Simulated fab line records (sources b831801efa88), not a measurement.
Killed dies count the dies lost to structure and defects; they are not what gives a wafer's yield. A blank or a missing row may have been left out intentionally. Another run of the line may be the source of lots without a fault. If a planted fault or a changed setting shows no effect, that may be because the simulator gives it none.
Which tool is to blame?    flow gf180mcu    39 wafers from 13 lots sampled at 5 of the route's 602 steps

WHAT THE GAUGES READ, wafer by wafer
GF_VT_IMPLANT_TW_MEAS_21.
lot   measured      on             VT_IMPLANT_2_TW
L474  day 6 08:29   film metro-02  1233 1238 1241
L476  day 7 00:44   film metro-04  1220 1218 1219
L477  day 7 08:28   film metro-02  1233 1234 1238
L478  day 7 17:49   film metro-04  1220 1219 1213
L480  day 8 02:58   film metro-02  1244 1240 1239
L481  day 8 15:48   film metro-02  1245 1239 1242
L483  day 9 00:40   film metro-02  1235 1230 1226
L484  day 9 06:11   film metro-03  1195 1186 1197
L486  day 9 16:45   film metro-04  1219 1213 1220
L487  day 10 00:44  film metro-03  1190 1191 1189
L494  day 11 20:57  film metro-02  1227 1225 1225
L495  day 12 01:28  film metro-02  1229 1234 1226
L496  day 12 10:10  film metro-02  1234 1230 1233

GF_VT_IMPLANT_RS_MEAS_49: a four-point-probe measurement.
lot   measured      on             MVPSD_RS (ohm/sq)
L474  day 7 16:28   film metro-03  1171 1170 1170
L476  day 8 09:41   film metro-01  1170 1173 1171
L477  day 8 17:28   film metro-02  1166 1168 1171
L478  day 9 04:23   film metro-02  1165 1167 1167
L480  day 9 14:01   film metro-03  1168 1165 1165
L481  day 10 04:02  film metro-01  1171 1168 1170
L483  day 10 12:32  film metro-03  - - -
L484  day 10 18:35  film metro-03  1168 1168 1168
L486  day 11 05:29  film metro-03  - - -
L487  day 11 14:43  film metro-01  1173 1173 1174
L494  day 13 13:08  film metro-02  1167 1165 1167
L495  day 13 18:44  film metro-01  1172 1174 1174
L496  day 14 02:24  film metro-02  1167 1168 1169

GF_DUAL_GATE_OVL_MEAS_11.
lot   measured      on          DUAL_GATE_OVL (nm)
L474  day 8 11:20   overlay-02  0.7 0.5 0.1
L476  day 9 04:28   overlay-02  -0.8 -0.3 -1.1
L477  day 9 12:14   overlay-01  0.2 -1.6 -1.1
L478  day 9 23:17   overlay-01  -2.2 -2.0 -2.6
L480  day 10 09:50  overlay-02  -0.3 -2.5 -1.0
L481  day 10 23:28  overlay-01  -3.3 -3.7 -3.0
L483  day 11 09:25  overlay-02  0.9 0.1 -0.1
L484  day 11 14:13  overlay-01  -3.6 -3.7 -2.9
L486  day 12 02:23  overlay-02  -0.8 -0.7 -0.2
L487  day 12 11:34  overlay-02  -2.2 -2.0 0.1
L494  day 14 13:58  overlay-01  -0.9 0.9 -1.1
L495  day 14 17:04  overlay-02  0.2 0.1 -1.4
L496  day 15 00:44  overlay-02  1.0 1.2 0.7

WHICH TOOL RAN EACH LOT (tool, then ch and the chambers of the sampled wafers, then the start)
lot   GF_STI_STRIP_15                      GF_MVPSD_IMPLANT_09
L474  plasma asher-02 ch 0,1, day 2 06:38  implanter-01 ch 0, day 5 04:08
L476  plasma asher-01 ch 0, day 2 18:00    implanter-01 ch 0, day 5 18:36
L477  plasma asher-03 ch 0, day 2 21:50    implanter-01 ch 0, day 6 01:02
L478  plasma asher-01 ch 0,1, day 3 03:06  implanter-03 ch 0, day 6 11:40
L480  plasma asher-01 ch 0,1, day 3 13:19  implanter-02 ch 0, day 6 19:31
L481  plasma asher-02 ch 0,1, day 3 21:24  implanter-03 ch 0, day 7 06:16
L483  plasma asher-02 ch 0,1, day 4 07:32  implanter-03 ch 0, day 7 14:26
L484  plasma asher-02 ch 0,1, day 4 11:35  implanter-01 ch 0, day 7 20:43
L486  plasma asher-02 ch 0,1, day 4 19:47  implanter-03 ch 0, day 8 05:52
L487  plasma asher-02 ch 0,1, day 5 03:14  implanter-01 ch 0, day 8 13:41
L494  plasma asher-01 ch 0,1, day 6 14:27  implanter-01 ch 0, day 10 07:47
L495  plasma asher-01 ch 0, day 6 18:41    implanter-02 ch 0, day 10 13:07
L496  plasma asher-01 ch 0,1, day 7 01:07  implanter-02 ch 0, day 10 21:01
- GF_STI_STRIP_15: strips in O2/N2.
- GF_MVPSD_IMPLANT_09

WHAT THE TOOLS THEMSELVES READ (means of the sampled wafers that have a number; where no wafer has one, the mark that the record gives instead)
GF_STI_STRIP_15.
lot   tool             drypump motor current A (A)  heater power w (W)  oes product au (a.u.)  platen temp c (C)  strip time to endpoint s (s)
L474  plasma asher-02  6.0                          378                 0.381                  249.94             3.68
L476  plasma asher-01  5.6                          296                 0.381                  250.34             3.72
L477  plasma asher-03  6.1                          364                 0.386                  250.17             3.76
L478  plasma asher-01  5.4                          330                 0.384                  249.76             3.76
L480  plasma asher-01  5.3                          358                 0.383                  250.02             3.74
L481  plasma asher-02  6.0                          381                 0.380                  249.80             3.73
L483  plasma asher-02  6.0                          378                 0.385                  249.86             3.73
L484  plasma asher-02  6.1                          397                 0.387                  250.02             3.76
L486  plasma asher-02  6.0                          380                 0.385                  250.12             3.70
L487  plasma asher-02  6.0                          382                 0.382                  249.96             3.70
L494  plasma asher-01  5.4                          332                 0.387                  250.03             3.72
L495  plasma asher-01  5.6                          303                 0.384                  249.94             3.71
L496  plasma asher-01  5.3                          358                 0.384                  249.98             3.69

GF_MVPSD_IMPLANT_09.
lot   tool          tilt deg (degrees)
L474  implanter-01  0.028
L476  implanter-01  -0.006
L477  implanter-01  0.010
L478  implanter-03  0.000
L480  implanter-02  0.019
L481  implanter-03  -0.007
L483  implanter-03  16.227
L484  implanter-01  0.022
L486  implanter-03  16.243
L487  implanter-01  0.000
L494  implanter-01  0.019
L495  implanter-02  -0.011
L496  implanter-02  0.010

THE ANSWER, worked out from the rows above alone
Rule: what is usual is taken from the lots themselves. The widest of any qualifying gaps counts: lots, ordered by their means at a reading, are off when they make up no more than a third of the lots, leave a main group of 4 or more, and stand apart from it by 3 or more times the standard deviation of that group's means. The tables above print the reading to a certain number of digits; a main group whose means all agree to those digits is not used. Also off: a lot with no number at a reading for which 4 or more lots have one. Any other lot the step has rows for is counted as sound. Order of review: gauges by route order, followed by the tools' own readings, for which a lot's mean as printed above is used. The first step at which some lot is off is used, and at that step the reading that is off furthest; a lot without a number counts as furthest.
Off: L483, L486, seen at GF_VT_IMPLANT_RS_MEAS_49 (MVPSD_RS). Without a number there: L483, L486. Main group: mean 1169 ohm/sq, sd 2.5.
A tool fits if, at a process step before that reading, it ran every lot that is off, and no sound lot after the first of them. The gauges at GF_VT_IMPLANT_RS_MEAS_49 aren't tried: what is off there is off at GF_MVPSD_IMPLANT_09 too, on other tools, and a gauge's error can't cause that. One fits: implanter-03 at GF_MVPSD_IMPLANT_09. A fault onset in the window from L481 (day 7 06:16, its last sound lot) to L483 (day 7 14:26, its first lot off) fits.
The tool's own readings at GF_MVPSD_IMPLANT_09 bear it out: on the lots that are off they differ by more than 5 times the standard deviation of the sound lots' means. tilt deg reads 16.235 degrees there against 0.008 degrees on the sound lots.

WHAT WAS PUT IN BY THE SIMULATOR
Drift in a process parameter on implanter-03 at GF_MVPSD_IMPLANT_09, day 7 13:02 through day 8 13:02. A move of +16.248 in setting tilt deg, from 0. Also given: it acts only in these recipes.
Struck lots among those shown: L483, L486. The rule given above showed the same thing.
